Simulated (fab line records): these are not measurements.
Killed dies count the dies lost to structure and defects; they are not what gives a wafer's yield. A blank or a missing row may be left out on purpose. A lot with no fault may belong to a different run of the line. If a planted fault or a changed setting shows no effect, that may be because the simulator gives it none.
fab line records ; flow gf180mcu
[record] lots = 15; wafers = 45; last_day = 34
route steps=602 shown HV_LDD@180 SAB@265 V1@340 M2@365
lots untouched by any fault: they come from a run of this same line in which no faults occurred
start_h: the number of hours between the record's first day and the start of the first shown wafer of the lot ; wait_h: hours elapsed since this lot's preceding step ; " the same as in the row above ; L1.1+2: several wafers, shown together as one row ; - no value present, or no start provided ; * or withheld: withheld ; < > ~ a bound
route shown NAME@n: NAME is a module with steps in the file, n the number in the route of the first one ; usual: mean/standard deviation taken from wafers without a fault ; same: alike in all rows ; chamber/n: place in a boat ; sites: readings site by site ; _std_site: the values' standard deviation ; _edge_site: inner sites' mean taken away from outer sites' mean ; radius_mm: for every site, how far away it sits from the centre of the wafer ; mask NAME#n: copy n ; behind: the last tool/chamber to shape the wafer ; hold: why the lot went on hold/how many hours it stayed there/how the hold came to an end ; device: which transistor (n, p or np) failed to switch ; end of line: the same wafers' tests at the end of the route ; a step without rows: its recipe alone ; killed: not the wafer's yield, but the dies lost to structure and defects at the first sort ; map: the dies of a wafer, with x for killed, . for not killed, _ for no die there
set.NAME: setting as actually run; set.NAME@STEP: the setting as run at that earlier step ; model.NAME: the simulator's own value behind a step, which no gauge read
route steps across a sampled set of lots; one table per step, one row per wafer
services: a tool's chamber out of use, with start hour (start_h, from the record's first day; less than 0 if before it), hours out, and reason
[[steps]]
[step GF_HV_LDD_EXPOSE_04]
[recipe] mask_id = Nplus_LV_AREA; target_cd_nm = 400; na = 0.6; source_shape = conventional; sigma_outer = 0.6; dose_mj = 140
[usual] exposure_dose_mJ_cm2 = 139.99/0.13; focus_offset_nm = 0.0/0.51
lot.wafer;tool;chamber;start_h;wait_h;mask;exposure_dose_mJ_cm2;focus_offset_nm
L379.1;iline_stepper-02;0;220.35;-;Nplus_LV_AREA#0;139.88;1.2
L379.3;iline_stepper-02;0;220.35;-;Nplus_LV_AREA#0;139.94;-0.3
L379.6;iline_stepper-02;0;220.35;-;Nplus_LV_AREA#0;139.91;-0.3
L380.3;iline_stepper-02;0;227.01;-;Nplus_LV_AREA#0;140.09;0.8
L380.4;iline_stepper-02;0;227.01;-;Nplus_LV_AREA#0;140.07;0.1
L380.5;iline_stepper-02;0;227.01;-;Nplus_LV_AREA#0;140.01;1.0
L381.1;iline_stepper-01;0;232.81;-;Nplus_LV_AREA#0;140.06;0.3
L381.5;iline_stepper-01;0;232.81;-;Nplus_LV_AREA#0;139.93;0.6
L381.6;iline_stepper-01;0;232.81;-;Nplus_LV_AREA#0;139.98;0.3
L382.4;iline_stepper-01;0;240.63;-;Nplus_LV_AREA#0;140.18;0.2
L382.5;iline_stepper-01;0;240.63;-;Nplus_LV_AREA#0;140.07;0.4
L382.6;iline_stepper-01;0;240.63;-;Nplus_LV_AREA#0;140.16;0.5
L384.3;iline_stepper-02;-;257.16;-;Nplus_LV_AREA#0;-;-
L384.4;iline_stepper-02;-;257.16;-;Nplus_LV_AREA#0;-;-
L384.5;iline_stepper-02;-;257.16;-;Nplus_LV_AREA#0;-;-
L385.2;iline_stepper-02;-;264.13;-;Nplus_LV_AREA#0;-;-
L385.3;iline_stepper-02;-;264.13;-;Nplus_LV_AREA#0;-;-
L385.4;iline_stepper-02;-;264.13;-;Nplus_LV_AREA#0;-;-
L386.1;iline_stepper-02;-;281.66;-;Nplus_LV_AREA#0;-;-
L386.3;iline_stepper-02;-;281.66;-;Nplus_LV_AREA#0;-;-
L386.4;iline_stepper-02;-;281.66;-;Nplus_LV_AREA#0;-;-
L391.1;iline_stepper-02;0;309.65;-;Nplus_LV_AREA#0;139.88;0.1
L391.2;iline_stepper-02;0;309.65;-;Nplus_LV_AREA#0;140.05;0.9
L391.4;iline_stepper-02;0;309.65;-;Nplus_LV_AREA#0;139.92;0.4
L392.4;iline_stepper-02;0;320.07;-;Nplus_LV_AREA#0;140.13;0.3
L392.5;iline_stepper-02;0;320.07;-;Nplus_LV_AREA#0;140.21;0.4
L392.6;iline_stepper-02;0;320.07;-;Nplus_LV_AREA#0;140.03;0.1
L395.1;iline_stepper-02;0;338.54;-;Nplus_LV_AREA#0;140.04;-0.2
L395.3;iline_stepper-02;0;338.54;-;Nplus_LV_AREA#0;140.19;-0.8
L395.4;iline_stepper-02;0;338.54;-;Nplus_LV_AREA#0;139.92;-0.2
L396.1;iline_stepper-01;0;344.74;-;Nplus_LV_AREA#0;139.77;-0.3
L396.2;iline_stepper-01;0;344.74;-;Nplus_LV_AREA#0;140.05;-0.4
L396.4;iline_stepper-01;0;344.74;-;Nplus_LV_AREA#0;139.92;-0.2
L397.1;iline_stepper-02;0;351.40;-;Nplus_LV_AREA#0;140.10;-0.7
L397.2;iline_stepper-02;0;351.40;-;Nplus_LV_AREA#0;140.11;-0.6
L397.4;iline_stepper-02;0;351.40;-;Nplus_LV_AREA#0;139.95;-0.8
L398.1;iline_stepper-02;0;359.41;-;Nplus_LV_AREA#0;140.24;1.0
L398.2;iline_stepper-02;0;359.41;-;Nplus_LV_AREA#0;140.19;0.5
L398.3;iline_stepper-02;0;359.41;-;Nplus_LV_AREA#0;140.18;0.0
L399.2;iline_stepper-01;0;365.31;-;Nplus_LV_AREA#0;139.88;0.5
L399.4;iline_stepper-01;0;365.31;-;Nplus_LV_AREA#0;140.14;0.3
L399.6;iline_stepper-01;0;365.31;-;Nplus_LV_AREA#0;139.81;0.5
L400.2;iline_stepper-02;0;378.06;-;Nplus_LV_AREA#0;140.14;0.2
L400.4;iline_stepper-02;0;378.06;-;Nplus_LV_AREA#0;140.19;0.3
L400.5;iline_stepper-02;0;378.06;-;Nplus_LV_AREA#0;139.97;-0.5
[step GF_SAB_THK_MEAS_01]
[recipe] reads = SiO2_of_SAB_CVD_00
[usual] SAB_CVD_00_THK = 49.7/0.69
lot.wafer;tool;chamber;start_h;wait_h;SAB_CVD_00_THK[nm]
L379.1;film_metro-02;-;332.21;0.0;50.0
L379.3;film_metro-02;-;332.21;0.0;49.1
L379.6;film_metro-02;-;332.21;0.0;49.6
L380.3;film_metro-04;-;341.63;0.0;49.2
L380.4;film_metro-04;-;341.63;0.0;50.6
L380.5;film_metro-04;-;341.63;0.0;50.0
L381.1;film_metro-02;-;347.52;0.0;49.3
L381.5;film_metro-02;-;347.52;0.0;50.5
L381.6;film_metro-02;-;347.52;0.0;50.3
L382.4;film_metro-02;-;355.15;0.0;50.4
L382.5;film_metro-02;-;355.15;0.0;49.7
L382.6;film_metro-02;-;355.15;0.0;49.6
L391.1;film_metro-04;-;437.08;0.0;49.9
L391.2;film_metro-04;-;437.08;0.0;48.6
L391.4;film_metro-04;-;437.08;0.0;50.5
L392.4;film_metro-04;-;450.76;0.0;50.4
L392.5;film_metro-04;-;450.76;0.0;50.8
L392.6;film_metro-04;-;450.76;0.0;50.6
L395.1;film_metro-01;-;470.99;0.0;49.3
L395.3;film_metro-01;-;470.99;0.0;49.0
L395.4;film_metro-01;-;470.99;0.0;50.5
L396.1;film_metro-01;-;478.42;0.0;48.5
L396.2;film_metro-01;-;478.42;0.0;48.4
L396.4;film_metro-01;-;478.42;0.0;49.0
L397.1;film_metro-01;-;485.08;0.0;48.6
L397.2;film_metro-01;-;485.08;0.0;50.3
L397.4;film_metro-01;-;485.08;0.0;50.0
L398.1;film_metro-02;-;493.91;0.0;48.8
L398.2;film_metro-02;-;493.91;0.0;48.8
L398.3;film_metro-02;-;493.91;0.0;49.1
L399.2;film_metro-02;-;500.45;0.0;50.0
L399.4;film_metro-02;-;500.45;0.0;50.5
L399.6;film_metro-02;-;500.45;0.0;49.0
L400.2;film_metro-04;-;512.71;0.0;49.1
L400.4;film_metro-04;-;512.71;0.0;49.8
L400.5;film_metro-04;-;512.71;0.0;49.5
[step GF_V1_BOW_MEAS_05]
[recipe] mode = bow
[usual] V1_BOW = 84/7.1
lot.wafer;tool;chamber;start_h;wait_h;V1_BOW[um]
L379.1;film_metro-04;-;403.06;0.2;81
L379.3;film_metro-04;-;403.06;0.2;85
L379.6;film_metro-04;-;403.06;0.2;87
L380.3;film_metro-04;-;412.62;0.3;83
L380.4;film_metro-04;-;412.62;0.3;93
L380.5;film_metro-04;-;412.62;0.3;92
L381.1;film_metro-02;-;419.89;0.1;84
L381.5;film_metro-02;-;419.89;0.1;75
L381.6;film_metro-02;-;419.89;0.1;81
L382.4;film_metro-04;-;428.84;0.3;76
L382.5;film_metro-04;-;428.84;0.3;76
L382.6;film_metro-04;-;428.84;0.3;75
L391.1;film_metro-02;-;512.27;0.1;81
L391.2;film_metro-02;-;512.27;0.1;89
L391.4;film_metro-02;-;512.27;0.1;76
L392.4;film_metro-02;-;526.30;0.2;82
L392.5;film_metro-02;-;526.30;0.2;80
L392.6;film_metro-02;-;526.30;0.2;74
L395.1;film_metro-01;-;546.02;0.2;85
L395.3;film_metro-01;-;546.02;0.2;98
L395.4;film_metro-01;-;546.02;0.2;88
L396.1;film_metro-04;-;551.51;0.1;89
L396.2;film_metro-04;-;551.51;0.1;92
L396.4;film_metro-04;-;551.51;0.1;83
L397.1;film_metro-04;-;557.85;0.2;92
L397.2;film_metro-04;-;557.85;0.2;87
L397.4;film_metro-04;-;557.85;0.2;82
L398.1;film_metro-01;-;566.82;0.1;82
L398.2;film_metro-01;-;566.82;0.1;89
L398.3;film_metro-01;-;566.82;0.1;90
L399.2;film_metro-01;-;573.08;0.1;91
L399.4;film_metro-01;-;573.08;0.1;79
L399.6;film_metro-01;-;573.08;0.1;93
L400.2;film_metro-04;-;584.60;0.1;87
L400.4;film_metro-04;-;584.60;0.1;76
L400.5;film_metro-04;-;584.60;0.1;92
[step GF_M2_SPUTTER_03]
[recipe] material = Ti; target_thk_nm = 10; substrate_temp_c = 300; chamber_pressure_pa = 0.3; power_w = 3000; time_s = 6.7
[usual] throttle_valve_pct = 29.8/1
lot.wafer;tool;chamber;start_h;wait_h;throttle_valve_pct
L379.1;pvd_sputter-04;-;428.01;0.0;29.7
L379.3;pvd_sputter-04;-;428.01;0.0;30.3
L379.6;pvd_sputter-04;-;428.01;0.0;30.0
L380.3;pvd_sputter-03;-;437.98;0.0;31.9
L380.4;pvd_sputter-03;-;437.98;0.0;29.1
L380.5;pvd_sputter-03;-;437.98;0.0;27.8
L381.1;pvd_sputter-01;-;445.03;0.0;29.5
L381.5;pvd_sputter-01;-;445.03;0.0;29.7
L381.6;pvd_sputter-01;-;445.03;0.0;29.3
L382.4;pvd_sputter-03;-;455.02;0.0;29.4
L382.5;pvd_sputter-03;-;455.02;0.0;31.5
L382.6;pvd_sputter-03;-;455.02;0.0;31.7
L391.1;pvd_sputter-01;-;537.04;0.0;29.4
L391.2;pvd_sputter-01;-;537.04;0.0;30.0
L391.4;pvd_sputter-01;-;537.04;0.0;29.3
L392.4;pvd_sputter-01;-;550.69;0.0;29.4
L392.5;pvd_sputter-01;-;550.69;0.0;29.1
L392.6;pvd_sputter-01;-;550.69;0.0;29.5
L395.1;pvd_sputter-03;-;569.64;0.0;28.9
L395.3;pvd_sputter-03;-;569.64;0.0;31.4
L395.4;pvd_sputter-03;-;569.64;0.0;31.6
L396.1;pvd_sputter-03;-;575.26;0.0;28.1
L396.2;pvd_sputter-03;-;575.26;0.0;31.6
L396.4;pvd_sputter-03;-;575.26;0.0;29.2
L397.1;pvd_sputter-01;-;581.41;0.0;29.3
L397.2;pvd_sputter-01;-;581.41;0.0;29.4
L397.4;pvd_sputter-01;-;581.41;0.0;29.2
L398.1;pvd_sputter-03;-;590.27;0.0;27.8
L398.2;pvd_sputter-03;-;590.27;0.0;31.7
L398.3;pvd_sputter-03;-;590.27;0.0;29.0
L399.2;pvd_sputter-03;-;596.14;0.0;29.0
L399.4;pvd_sputter-03;-;596.14;0.0;31.4
L399.6;pvd_sputter-03;-;596.14;0.0;29.0
L400.2;pvd_sputter-04;-;607.77;0.0;29.5
L400.4;pvd_sputter-04;-;607.77;0.0;29.9
L400.5;pvd_sputter-04;-;607.77;0.0;30.1
[[services]]
tool;chamber;start_h;hours;kind
iline_stepper-02;-;217.71;2.4;repair
iline_stepper-02;-;232.11;1.7;pm
pvd_sputter-03;-;241.74;6.8;repair
iline_stepper-01;-;247.44;28.9;pm
pvd_sputter-03;-;272.65;1.2;repair
iline_stepper-01;0;280.73;-;calibration
pvd_sputter-04;-;293.03;1.0;repair
pvd_sputter-04;-;308.78;0.9;repair
pvd_sputter-03;-;344.22;1.2;repair
pvd_sputter-03;-;358.13;2.6;repair
iline_stepper-02;0;385.76;-;calibration
pvd_sputter-04;-;392.01;1.2;repair
iline_stepper-01;-;398.06;1.7;pm
pvd_sputter-03;-;414.66;9.9;repair
iline_stepper-02;-;450.23;1.7;pm
iline_stepper-01;0;490.39;-;calibration
iline_stepper-02;-;517.31;10.1;repair
pvd_sputter-01;-;551.19;1.7;repair
pvd_sputter-03;-;551.42;1.7;repair
iline_stepper-01;-;585.99;2.3;repair
iline_stepper-01;-;593.36;14.4;repair
iline_stepper-02;0;595.76;-;calibration
iline_stepper-02;-;607.71;4.4;pm
[[key]]
[first_sign] step = GF_HV_LDD_EXPOSE_04; reading = tool_record; direction = missing
effect none on later readings
met_at GF_HV_LDD_EXPOSE_04
struck_lots L384,L385,L386
later_rows_left_out L384.3,L384.4,L384.5,L385.2,L385.3,L385.4,L386.1,L386.3,L386.4
sort_left_out L384.3,L384.4,L384.5,L385.2,L385.3,L385.4,L386.1,L386.3,L386.4
tester_left_out L384,L385,L386
not_acting_at GF_SAB_THK_MEAS_01,GF_V1_BOW_MEAS_05,GF_M2_SPUTTER_03
onset_between 227.01 257.16
[fault] kind = skipped_step_whole; tool = iline_stepper-02; chamber = -; onset_h = 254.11; steps = GF_HV_LDD_EXPOSE_04; scope = struck_lots_only
// tester_left_out: of these lots the tester's yield and bins aren't shown, on N5 and GAA mostly nor the transistor test; their killed dies are dies lost to structure and defects alone, not to doping, threshold or leakage, so they don't give the yield
// sort_left_out: the simulated sort isn't trusted on such a fault, so these wafers' sort isn't shown, and their yield isn't known
// later_rows_left_out: the simulator's readings of these wafers behind a module that went badly wrong aren't trusted and aren't shown, but for the sort
